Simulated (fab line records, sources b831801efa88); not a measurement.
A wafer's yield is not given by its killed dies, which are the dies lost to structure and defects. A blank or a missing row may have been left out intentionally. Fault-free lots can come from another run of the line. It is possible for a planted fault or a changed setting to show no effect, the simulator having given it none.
Which tool did it? :: flow gf180mcu :: 14 lots with 42 wafers sampled at 6 steps, on a route of 602 steps

== WHAT EACH GAUGE READ, for each wafer ==
The record holds no reading of a measuring or inspecting step that can be judged against a usual standard deviation.

== TOOL THAT RAN EACH LOT (tool first, then ch and the chambers of the sampled wafers, then the start) ==
lot: L983
GF_V3_STRIP_18: plasma asher-04 ch 0,1, day 22 07:31
GF_V3_CVD_23: cvd w-01 ch 0,1, day 22 08:10
GF_V4_CVD_02: pecvd-03 ch 0,1,2, day 23 09:02
GF_V4_ETCH_16: rie diel-01 ch 0,1,2, day 24 08:40
GF_V4_ETCH_17: rie diel-01 ch 0,1,2, day 24 08:48 or earlier
GF_V4_STRIP_18: plasma asher-04 ch 0,1, day 24 08:48

lot: L984
GF_V3_STRIP_18: plasma asher-03 ch 0,1, day 22 18:34
GF_V3_CVD_23: cvd w-02 ch 1, day 22 19:12
GF_V4_CVD_02: pecvd-03 ch 0,1, day 23 20:02
GF_V4_ETCH_16: rie diel-03 ch 1,2, day 24 18:47
GF_V4_ETCH_17: rie diel-03 ch 1,2, day 24 18:55 or earlier
GF_V4_STRIP_18: plasma asher-02 ch 0,1, day 24 18:55

lot: L985
GF_V3_STRIP_18: plasma asher-03 ch 0,1, day 22 21:50
GF_V3_CVD_23: cvd w-02 ch 0,1, day 22 22:28
GF_V4_CVD_02: pecvd-01 ch 0,1,2, day 23 23:13
GF_V4_ETCH_16: rie diel-01 ch 0,2,3, day 24 21:13
GF_V4_ETCH_17: rie diel-01 ch 0,2,3, day 24 21:21 or earlier
GF_V4_STRIP_18: plasma asher-02 ch 0,1, day 24 21:21

lot: L986
GF_V3_STRIP_18: plasma asher-01 ch 0,1, day 23 01:50
GF_V3_CVD_23: cvd w-01 ch 0,1, day 23 02:29
GF_V4_CVD_02: pecvd-01 ch 0,2, day 24 03:18
GF_V4_ETCH_16: rie diel-04 ch 1,3, day 25 01:48
GF_V4_ETCH_17: rie diel-04 ch 1,3, day 25 01:56 or earlier
GF_V4_STRIP_18: plasma asher-02 ch 0,1, day 25 01:56

lot: L988
GF_V3_STRIP_18: plasma asher-03 ch 0,1, day 24 02:01
GF_V3_CVD_23: cvd w-01 ch 0,1, day 24 02:39
GF_V4_CVD_02: pecvd-01 ch 1,2, day 25 02:08
GF_V4_ETCH_16: rie diel-03 ch 3, day 25 23:30
GF_V4_ETCH_17: rie diel-03 ch 3, day 25 23:41 or earlier
GF_V4_STRIP_18: plasma asher-01 ch 0,1, day 25 23:41

lot: L992
GF_V3_STRIP_18: plasma asher-04 ch 0,1, day 25 13:47
GF_V3_CVD_23: cvd w-01 ch 0,1, day 25 14:26
GF_V4_CVD_02: pecvd-04 ch 0,1, day 26 13:02
GF_V4_ETCH_16: rie diel-03 ch 0,2,3, day 27 10:16
GF_V4_ETCH_17: rie diel-03 ch 0,2,3, day 27 10:26 or earlier
GF_V4_STRIP_18: plasma asher-02 ch 0,1, day 27 10:26

lot: L994
GF_V3_STRIP_18: plasma asher-04 ch 0,1, day 26 13:08
GF_V3_CVD_23: cvd w-01 ch 0,1, day 26 13:46
GF_V4_CVD_02: pecvd-01 ch 1,2, day 27 11:24
GF_V4_ETCH_16: rie diel-04 ch 1,2,3, day 28 07:38
GF_V4_ETCH_17: rie diel-04 ch 1,2,3, day 28 07:46 or earlier
GF_V4_STRIP_18: plasma asher-01 ch 0,1, day 28 07:46

lot: L995
GF_V3_STRIP_18: plasma asher-03 ch 0,1, day 26 15:05
GF_V3_CVD_23: cvd w-01 ch 0,1, day 26 16:01
GF_V4_CVD_02: pecvd-04 ch 0,1,2, day 27 13:51
GF_V4_ETCH_16: rie diel-01 ch 0,2,3, day 28 09:55
GF_V4_ETCH_17: rie diel-01 ch 0,2,3, day 28 10:02 or earlier
GF_V4_STRIP_18: plasma asher-04 ch 0,1, day 28 10:02

lot: L100
GF_V3_STRIP_18: plasma asher-01 ch 0,1, day 28 03:10
GF_V3_CVD_23: cvd w-01 ch 0,1, day 28 03:48
GF_V4_CVD_02: pecvd-04 ch 0,1,2, day 29 01:07
GF_V4_ETCH_16: rie diel-04 ch 2,3, day 29 20:25
GF_V4_ETCH_17: rie diel-04 ch 2,3, day 29 20:33 or earlier
GF_V4_STRIP_18: plasma asher-02 ch 0,1, day 29 20:33

lot: L101
GF_V3_STRIP_18: plasma asher-03 ch 0,1, day 28 09:11
GF_V3_CVD_23: cvd w-01 ch 0,1, day 28 09:49
GF_V4_CVD_02: pecvd-01 ch 0,1,2, day 29 07:02
GF_V4_ETCH_16: rie diel-01 ch 0,1,2, day 30 01:47
GF_V4_ETCH_17: rie diel-01 ch 0,1,2, day 30 01:55 or earlier
GF_V4_STRIP_18: plasma asher-01 ch 0,1, day 30 01:55

lot: L102
GF_V3_STRIP_18: plasma asher-04 ch 0,1, day 28 14:38
GF_V3_CVD_23: cvd w-01 ch 0,1, day 28 15:16
GF_V4_CVD_02: pecvd-03 ch 0,2, day 29 11:47
GF_V4_ETCH_16: rie diel-01 ch 1,2,3, day 30 06:20
GF_V4_ETCH_17: rie diel-01 ch 1,2,3, day 30 06:28 or earlier
GF_V4_STRIP_18: plasma asher-01 ch 0,1, day 30 06:28

lot: L103
GF_V3_STRIP_18: plasma asher-03 ch 0,1, day 28 22:04
GF_V3_CVD_23: cvd w-01 ch 0,1, day 28 22:43
GF_V4_CVD_02: pecvd-03 ch 0,1, day 29 18:59
GF_V4_ETCH_16: rie diel-04 ch 0,2,3, day 30 14:05
GF_V4_ETCH_17: rie diel-04 ch 0,2,3, day 30 14:13 or earlier
GF_V4_STRIP_18: plasma asher-04 ch 0,1, day 30 14:13

lot: L104
GF_V3_STRIP_18: plasma asher-04 ch 0,1, day 29 02:04
GF_V3_CVD_23: cvd w-02 ch 0,1, day 29 02:41
GF_V4_CVD_02: pecvd-01 ch 0,1,2, day 29 23:15
GF_V4_ETCH_16: rie diel-03 ch 1,2, day 30 18:13
GF_V4_ETCH_17: rie diel-03 ch 1,2, day 30 18:21 or earlier
GF_V4_STRIP_18: plasma asher-04 ch 0,1, day 30 18:21

lot: L105
GF_V3_STRIP_18: plasma asher-03 ch 0,1, day 29 08:22
GF_V3_CVD_23: cvd w-02 ch 0, day 29 09:01
GF_V4_CVD_02: pecvd-04 ch 0,1, day 30 04:54
GF_V4_ETCH_16: rie diel-03 ch 0,2, day 30 23:48
GF_V4_ETCH_17: rie diel-03 ch 0,2, day 30 23:56 or earlier
GF_V4_STRIP_18: plasma asher-01 ch 0,1, day 30 23:56
- GF_V3_STRIP_18: strips in O2/N2.
- GF_V3_CVD_23: deposits W, target thk 350 nm, time 104.9 s.
- GF_V4_CVD_02: deposits SiO2 from TEOS, target thk 850 nm, time 94.851 s.
- GF_V4_ETCH_16: etches BARC in N2/H2.
- GF_V4_ETCH_17: etches SiO2 in C4F8/O2/Ar, stops on TiN, target depth 630 nm.
- GF_V4_STRIP_18: strips in O2/N2.

== WHAT THE TOOLS THEMSELVES READ (means of the sampled wafers that have a number; where no wafer has one, the mark that the record gives instead) ==
GF_V3_STRIP_18. Usual: chamber pressure mTorr 1499.8 mTorr, standard deviation 1.4; drypump motor current A 5.61 A, standard deviation 0.29; heater power w 351 W, standard deviation 61; n2 flow sccm 300.1 sccm, standard deviation 0.95; oes product au 0.592 a.u., standard deviation 0.0047.
lot: L983
tool: plasma asher-04
chamber pressure mTorr (mTorr): 1501.3
drypump motor current A (A): 5.51
heater power w (W): 316
n2 flow sccm (sccm): 299.7
oes product au (a.u.): 0.593
flag: 

lot: L984
tool: plasma asher-03
chamber pressure mTorr (mTorr): 1499.5
drypump motor current A (A): 5.73
heater power w (W): 387
n2 flow sccm (sccm): 299.7
oes product au (a.u.): 0.596
flag: 

lot: L985
tool: plasma asher-03
chamber pressure mTorr (mTorr): 1500.7
drypump motor current A (A): 5.55
heater power w (W): 335
n2 flow sccm (sccm): 300.8
oes product au (a.u.): 0.596
flag: 

lot: L986
tool: plasma asher-01
chamber pressure mTorr (mTorr): 1500.3
drypump motor current A (A): 5.58
heater power w (W): 374
n2 flow sccm (sccm): 300.1
oes product au (a.u.): 0.591
flag: 

lot: L988
tool: plasma asher-03
chamber pressure mTorr (mTorr): 1498.5
drypump motor current A (A): 5.71
heater power w (W): 381
n2 flow sccm (sccm): 300.5
oes product au (a.u.): 0.588
flag: 

lot: L992
tool: plasma asher-04
chamber pressure mTorr (mTorr): 1499.9
drypump motor current A (A): 5.50
heater power w (W): 314
n2 flow sccm (sccm): 299.8
oes product au (a.u.): 0.589
flag: 

lot: L994
tool: plasma asher-04
chamber pressure mTorr (mTorr): 1500.6
drypump motor current A (A): 5.76
heater power w (W): 300
n2 flow sccm (sccm): 300.6
oes product au (a.u.): 0.596
flag: 

lot: L995
tool: plasma asher-03
chamber pressure mTorr (mTorr): 1501.3
drypump motor current A (A): 5.55
heater power w (W): 331
n2 flow sccm (sccm): 300.7
oes product au (a.u.): 0.593
flag: 

lot: L100
tool: plasma asher-01
chamber pressure mTorr (mTorr): 1500.8
drypump motor current A (A): 5.60
heater power w (W): 375
n2 flow sccm (sccm): 300.4
oes product au (a.u.): 0.596
flag: 

lot: L101
tool: plasma asher-03
chamber pressure mTorr (mTorr): 1499.9
drypump motor current A (A): 5.56
heater power w (W): 338
n2 flow sccm (sccm): 300.2
oes product au (a.u.): 0.590
flag: 

lot: L102
tool: plasma asher-04
chamber pressure mTorr (mTorr): 1500.4
drypump motor current A (A): 5.52
heater power w (W): 314
n2 flow sccm (sccm): 300.1
oes product au (a.u.): 0.585
flag: 

lot: L103
tool: plasma asher-03
chamber pressure mTorr (mTorr): 1498.9
drypump motor current A (A): 5.55
heater power w (W): 334
n2 flow sccm (sccm): 300.1
oes product au (a.u.): 0.592
flag: 

lot: L104
tool: plasma asher-04
chamber pressure mTorr (mTorr): 1499.9
drypump motor current A (A): 5.53
heater power w (W): 310
n2 flow sccm (sccm): 300.1
oes product au (a.u.): 0.593
flag: 

lot: L105
tool: plasma asher-03
chamber pressure mTorr (mTorr): 1499.3
drypump motor current A (A): 5.59
heater power w (W): 329
n2 flow sccm (sccm): 300.4
oes product au (a.u.): 0.594
flag: 

GF_V3_CVD_23. Usual: 841 W for heater power w, sd 46.
lot: L983
tool: cvd w-01
heater power w (W): 788
flag: 

lot: L984
tool: cvd w-02
heater power w (W): 865
flag: 

lot: L985
tool: cvd w-02
heater power w (W): 874
flag: 

lot: L986
tool: cvd w-01
heater power w (W): 794
flag: 

lot: L988
tool: cvd w-01
heater power w (W): 802
flag: 

lot: L992
tool: cvd w-01
heater power w (W): 785
flag: 

lot: L994
tool: cvd w-01
heater power w (W): 820
flag: 

lot: L995
tool: cvd w-01
heater power w (W): 814
flag: 

lot: L100
tool: cvd w-01
heater power w (W): 800
flag: 

lot: L101
tool: cvd w-01
heater power w (W): 823
flag: 

lot: L102
tool: cvd w-01
heater power w (W): 792
flag: 

lot: L103
tool: cvd w-01
heater power w (W): 796
flag: 

lot: L104
tool: cvd w-02
heater power w (W): 885
flag: 

lot: L105
tool: cvd w-02
heater power w (W): 890
flag: 

GF_V4_CVD_02. Usual: 647 W for heater power w, sd 120.
lot: L983
tool: pecvd-03
heater power w (W): 561
flag: 

lot: L984
tool: pecvd-03
heater power w (W): 510
flag: 

lot: L985
tool: pecvd-01
heater power w (W): 624
flag: 

lot: L986
tool: pecvd-01
heater power w (W): 619
flag: 

lot: L988
tool: pecvd-01
heater power w (W): 647
flag: 

lot: L992
tool: pecvd-04
heater power w (W): 639
flag: 

lot: L994
tool: pecvd-01
heater power w (W): 612
flag: 

lot: L995
tool: pecvd-04
heater power w (W): 705
flag: 

lot: L100
tool: pecvd-04
heater power w (W): 650
flag: 

lot: L101
tool: pecvd-01
heater power w (W): 674
flag: 

lot: L102
tool: pecvd-03
heater power w (W): 570
flag: 

lot: L103
tool: pecvd-03
heater power w (W): 501
flag: 

lot: L104
tool: pecvd-01
heater power w (W): 604
flag: 

lot: L105
tool: pecvd-04
heater power w (W): 621
flag: 

GF_V4_ETCH_16. Usual: bias w 100.04 W, standard deviation 0.29; chamber pressure mTorr 30.00 mTorr, standard deviation 0.034; drypump motor current A 5.7 A, standard deviation 0.5; n2 flow sccm 100.0 sccm, standard deviation 0.31; oes product au 0.854 a.u., standard deviation 0.0049; throttle valve pct 13.225 %, standard deviation 0.0079.
lot: L983
tool: rie diel-01
bias w (W): 100.24
chamber pressure mTorr (mTorr): 30.02
drypump motor current A (A): 5.9
n2 flow sccm (sccm): 100.0
oes product au (a.u.): 0.855
throttle valve pct (%): 13.225
flag: 

lot: L984
tool: rie diel-03
bias w (W): 99.84
chamber pressure mTorr (mTorr): 30.04
drypump motor current A (A): 5.1
n2 flow sccm (sccm): 100.3
oes product au (a.u.): 0.851
throttle valve pct (%): 13.221
flag: 

lot: L985
tool: rie diel-01
bias w (W): 100.01
chamber pressure mTorr (mTorr): 30.02
drypump motor current A (A): 5.9
n2 flow sccm (sccm): 100.2
oes product au (a.u.): 0.855
throttle valve pct (%): 13.232
flag: 

lot: L986
tool: rie diel-04
bias w (W): 100.10
chamber pressure mTorr (mTorr): 30.00
drypump motor current A (A): 6.0
n2 flow sccm (sccm): 100.0
oes product au (a.u.): 0.854
throttle valve pct (%): 13.226
flag: 

lot: L988
tool: rie diel-03
bias w (W): 99.86
chamber pressure mTorr (mTorr): 29.99
drypump motor current A (A): 5.5
n2 flow sccm (sccm): 100.1
oes product au (a.u.): 0.854
throttle valve pct (%): 13.218
flag: 

lot: L992
tool: rie diel-03
bias w (W): 99.99
chamber pressure mTorr (mTorr): 29.94
drypump motor current A (A): 5.7
n2 flow sccm (sccm): 99.9
oes product au (a.u.): 0.853
throttle valve pct (%): 13.221
flag: 

lot: L994
tool: rie diel-04
bias w (W): -
chamber pressure mTorr (mTorr): -
drypump motor current A (A): -
n2 flow sccm (sccm): -
oes product au (a.u.): -
throttle valve pct (%): -
flag: OFF

lot: L995
tool: rie diel-01
bias w (W): -
chamber pressure mTorr (mTorr): -
drypump motor current A (A): -
n2 flow sccm (sccm): -
oes product au (a.u.): -
throttle valve pct (%): -
flag: OFF

lot: L100
tool: rie diel-04
bias w (W): 99.98
chamber pressure mTorr (mTorr): 30.01
drypump motor current A (A): 5.7
n2 flow sccm (sccm): 100.1
oes product au (a.u.): 0.848
throttle valve pct (%): 13.228
flag: 

lot: L101
tool: rie diel-01
bias w (W): 100.08
chamber pressure mTorr (mTorr): 30.01
drypump motor current A (A): 5.9
n2 flow sccm (sccm): 99.9
oes product au (a.u.): 0.852
throttle valve pct (%): 13.219
flag: 

lot: L102
tool: rie diel-01
bias w (W): 100.07
chamber pressure mTorr (mTorr): 30.01
drypump motor current A (A): 5.6
n2 flow sccm (sccm): 99.9
oes product au (a.u.): 0.855
throttle valve pct (%): 13.218
flag: 

lot: L103
tool: rie diel-04
bias w (W): 99.84
chamber pressure mTorr (mTorr): 29.99
drypump motor current A (A): 5.9
n2 flow sccm (sccm): 100.0
oes product au (a.u.): 0.858
throttle valve pct (%): 13.224
flag: 

lot: L104
tool: rie diel-03
bias w (W): 100.14
chamber pressure mTorr (mTorr): 30.02
drypump motor current A (A): 5.1
n2 flow sccm (sccm): 100.1
oes product au (a.u.): 0.853
throttle valve pct (%): 13.230
flag: 

lot: L105
tool: rie diel-03
bias w (W): 100.46
chamber pressure mTorr (mTorr): 30.03
drypump motor current A (A): 5.9
n2 flow sccm (sccm): 99.8
oes product au (a.u.): 0.853
throttle valve pct (%): 13.227
flag: 

GF_V4_ETCH_17. Usual: bias w 1200 W, standard deviation 3.6; chamber pressure mTorr 40.00 mTorr, standard deviation 0.042; oes product au 0.856 a.u., standard deviation 0.0051.
lot: L983
tool: rie diel-01
bias w (W): 1203
chamber pressure mTorr (mTorr): 39.97
oes product au (a.u.): 0.850
flag: 

lot: L984
tool: rie diel-03
bias w (W): 1201
chamber pressure mTorr (mTorr): 39.99
oes product au (a.u.): 0.857
flag: 

lot: L985
tool: rie diel-01
bias w (W): 1199
chamber pressure mTorr (mTorr): 40.01
oes product au (a.u.): 0.857
flag: 

lot: L986
tool: rie diel-04
bias w (W): 1202
chamber pressure mTorr (mTorr): 40.02
oes product au (a.u.): 0.854
flag: 

lot: L988
tool: rie diel-03
bias w (W): 1201
chamber pressure mTorr (mTorr): 40.02
oes product au (a.u.): 0.861
flag: 

lot: L992
tool: rie diel-03
bias w (W): 1200
chamber pressure mTorr (mTorr): 39.99
oes product au (a.u.): 0.855
flag: 

lot: L994
tool: rie diel-04
bias w (W): 1200
chamber pressure mTorr (mTorr): 39.99
oes product au (a.u.): 0.373
flag: OFF

lot: L995
tool: rie diel-01
bias w (W): 1198
chamber pressure mTorr (mTorr): 40.04
oes product au (a.u.): 0.377
flag: OFF

lot: L100
tool: rie diel-04
bias w (W): 1203
chamber pressure mTorr (mTorr): 39.98
oes product au (a.u.): 0.853
flag: 

lot: L101
tool: rie diel-01
bias w (W): 1198
chamber pressure mTorr (mTorr): 40.00
oes product au (a.u.): 0.849
flag: 

lot: L102
tool: rie diel-01
bias w (W): 1199
chamber pressure mTorr (mTorr): 40.03
oes product au (a.u.): 0.858
flag: 

lot: L103
tool: rie diel-04
bias w (W): 1200
chamber pressure mTorr (mTorr): 40.00
oes product au (a.u.): 0.857
flag: 

lot: L104
tool: rie diel-03
bias w (W): 1198
chamber pressure mTorr (mTorr): 39.98
oes product au (a.u.): 0.853
flag: 

lot: L105
tool: rie diel-03
bias w (W): 1202
chamber pressure mTorr (mTorr): 40.04
oes product au (a.u.): 0.856
flag: 

GF_V4_STRIP_18. Usual: chamber pressure mTorr 1500.0 mTorr, standard deviation 1.4; drypump motor current A 5.5 A, standard deviation 0.33; heater power w 338 W, standard deviation 35; n2 flow sccm 300.0 sccm, standard deviation 0.96; oes product au 0.593 a.u., standard deviation 0.0051.
lot: L983
tool: plasma asher-04
chamber pressure mTorr (mTorr): 1500.3
drypump motor current A (A): 5.8
heater power w (W): 298
n2 flow sccm (sccm): 299.4
oes product au (a.u.): 0.591
flag: 

lot: L984
tool: plasma asher-02
chamber pressure mTorr (mTorr): 1499.9
drypump motor current A (A): 5.4
heater power w (W): 339
n2 flow sccm (sccm): 300.2
oes product au (a.u.): 0.596
flag: 

lot: L985
tool: plasma asher-02
chamber pressure mTorr (mTorr): 1500.9
drypump motor current A (A): 5.2
heater power w (W): 319
n2 flow sccm (sccm): 300.0
oes product au (a.u.): 0.592
flag: 

lot: L986
tool: plasma asher-02
chamber pressure mTorr (mTorr): 1501.0
drypump motor current A (A): 5.2
heater power w (W): 319
n2 flow sccm (sccm): 300.6
oes product au (a.u.): 0.593
flag: 

lot: L988
tool: plasma asher-01
chamber pressure mTorr (mTorr): 1500.6
drypump motor current A (A): 5.4
heater power w (W): 379
n2 flow sccm (sccm): 300.3
oes product au (a.u.): 0.591
flag: 

lot: L992
tool: plasma asher-02
chamber pressure mTorr (mTorr): 1499.3
drypump motor current A (A): 5.4
heater power w (W): 334
n2 flow sccm (sccm): 300.2
oes product au (a.u.): 0.596
flag: 

lot: L994
tool: plasma asher-01
chamber pressure mTorr (mTorr): 1499.2
drypump motor current A (A): 5.5
heater power w (W): 373
n2 flow sccm (sccm): 299.7
oes product au (a.u.): 0.612
flag: OFF

lot: L995
tool: plasma asher-04
chamber pressure mTorr (mTorr): 1500.1
drypump motor current A (A): 5.5
heater power w (W): 312
n2 flow sccm (sccm): 299.5
oes product au (a.u.): 0.612
flag: OFF

lot: L100
tool: plasma asher-02
chamber pressure mTorr (mTorr): 1499.7
drypump motor current A (A): 5.4
heater power w (W): 332
n2 flow sccm (sccm): 300.2
oes product au (a.u.): 0.590
flag: 

lot: L101
tool: plasma asher-01
chamber pressure mTorr (mTorr): 1499.5
drypump motor current A (A): 5.6
heater power w (W): 373
n2 flow sccm (sccm): 300.3
oes product au (a.u.): 0.594
flag: 

lot: L102
tool: plasma asher-01
chamber pressure mTorr (mTorr): 1499.0
drypump motor current A (A): 5.4
heater power w (W): 380
n2 flow sccm (sccm): 300.5
oes product au (a.u.): 0.591
flag: 

lot: L103
tool: plasma asher-04
chamber pressure mTorr (mTorr): 1499.5
drypump motor current A (A): 5.5
heater power w (W): 310
n2 flow sccm (sccm): 300.7
oes product au (a.u.): 0.594
flag: 

lot: L104
tool: plasma asher-04
chamber pressure mTorr (mTorr): 1500.2
drypump motor current A (A): 5.5
heater power w (W): 314
n2 flow sccm (sccm): 300.2
oes product au (a.u.): 0.595
flag: 

lot: L105
tool: plasma asher-01
chamber pressure mTorr (mTorr): 1498.3
drypump motor current A (A): 5.6
heater power w (W): 374
n2 flow sccm (sccm): 301.1
oes product au (a.u.): 0.590
flag: 

== THE ANSWER, worked out from the rows above alone ==
Rule: a lot is off if the mean of its wafers that have a number lies more than 3 standard deviations from the usual mean. Also off: a lot with no number at a reading for which 4 or more lots have one. Any other lot the step has rows for is counted as sound. After the gauges, taken in route order, come the tools' own readings; for these a lot's mean is taken, as printed above. The first step at which some lot is off is used, and at that step the reading that is off furthest; a lot without a number counts as furthest.
Off: L994, L995, at GF_V4_ETCH_16 (bias w). Without a number there: L994, L995.
If a tool, at that step or one of the process steps before it, ran each lot that is off and ran no sound lot following the first of them, it fits. Of those tried, none fits.

== WHAT WAS PUT IN BY THE SIMULATOR ==
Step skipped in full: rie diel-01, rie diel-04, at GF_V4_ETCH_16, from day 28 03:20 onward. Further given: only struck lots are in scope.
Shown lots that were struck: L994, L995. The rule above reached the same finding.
